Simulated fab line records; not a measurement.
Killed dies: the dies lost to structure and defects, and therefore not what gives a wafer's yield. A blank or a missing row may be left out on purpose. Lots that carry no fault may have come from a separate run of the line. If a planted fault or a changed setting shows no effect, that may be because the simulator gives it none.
Problem report in the 8D (eight disciplines) form, filled by code ; flow sfq_line ; the parts of the form that need people (team, actions taken, sign-off) are left out

1. WHAT IS WRONG
M1_NB_RS at SFQ_M1_RS_MEAS_909 reads a mean of 0.503 ohm/sq on 4 wafers of 3 lots; wafers without a fault read 0.889 ohm/sq with a standard deviation of 0.011. Relative to the usual mean, that is a shift of -35 standard deviations.
The step: measures by four-point-probe.
Earliest sighting: wafer L984.3 on film_metro-01 at day 20 03:19. At this step, 40 wafers from 14 lots have a number in the record. Rule for "out" (also "out of limits"): further than 4 standard deviations from the usual mean. Any other wafer with a number is counted as sound.

2. WHAT THIS IS AND IS NOT
question;is;is not
which readings at this step;M1_NB_RS;-
which lots;L984, L986, L988;L100, L977, L978, L979, L980, L991, L993, L994, L996, L997, L999
which wafers of those lots;L984.3, L986.3, L988.3, L988.6;L984.1, L986.4, L988.2
read on which gauges;film_metro-01, film_metro-03, film_metro-04;-
when;from day 20 03:19;"up to then (13 sound wafers); but 23 sound wafers of L100, L986, L988, L991, L993, L994, L996, L997, L999 came after"

3. WHAT RULES OUT EACH SUSPECT
Counting: a tool at a process step up to the reading stays a suspect if it ran every lot that is out. Sound lots after the first of them don't rule it out here, since some wafers of a struck lot are sound.
- the gauge at SFQ_M1_RS_MEAS_909 is ruled out. 3 gauges (film_metro-01, film_metro-03, film_metro-04) read the wafers that are out.
- pvd_sputter-05 at SFQ_TRILAYER_M1_DEP_SPUTTER_037 (material Nb, target thk 200 nm, time 133.3 s): kept. Every lot that is out went through it, the first being L984 (day 20 03:13); the last sound lot it ran before that was L979 (day 17 04:16).
Remaining after the count: pvd_sputter-05 at SFQ_TRILAYER_M1_DEP_SPUTTER_037.

4. THE CAUSE (what the simulator had put in)
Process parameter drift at SFQ_TRILAYER_M1_DEP_SPUTTER_037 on pvd_sputter-05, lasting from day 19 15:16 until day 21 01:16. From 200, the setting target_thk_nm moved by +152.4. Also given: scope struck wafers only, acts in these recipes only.
Counting left only this tool.

5. THE EFFECT CHAIN, in route order
Each row: a reading whose mean over the struck wafers that have a number lies more than 3 standard deviations from the usual. Scope: only readings with a usual standard deviation given in the record; hours: median across lots of the time from each lot's start at the first step in this table that gives one to its start at this step; sigmas: change in usual standard deviations.
hours;step;reading;usual;on struck wafers;change;sigmas
0;SFQ_M1_RS_MEAS_909;M1_NB_RS;0.889 ohm/sq;0.503;-0.386;-35
137;SFQ_TRILAYER_M1_ETCH_METAL_ETCH_042;oes_product_au;0.895 a.u.;0.996;+0.101;+13
Its process steps:
- SFQ_TRILAYER_M1_ETCH_METAL_ETCH_042: etches Nb in Cl2/Ar, stops on SiO2, target depth 240 nm, time 120 s.

6. HOW IT WOULD HAVE BEEN CAUGHT EARLIER
In this record the first reading out of limits at a measuring or inspecting step was taken at day 20 03:19, 12 hours after the fault began at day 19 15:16.
No tool reading at SFQ_TRILAYER_M1_DEP_SPUTTER_037 that has a usual standard deviation in the record was out on any struck wafer, so an alarm limit of 4 standard deviations on those readings would not have fired.
Lots out: 3; of these, L986, L988 started SFQ_TRILAYER_M1_DEP_SPUTTER_037 on pvd_sputter-05 after day 20 03:19. A hold on the tool at that time would have spared those 2.
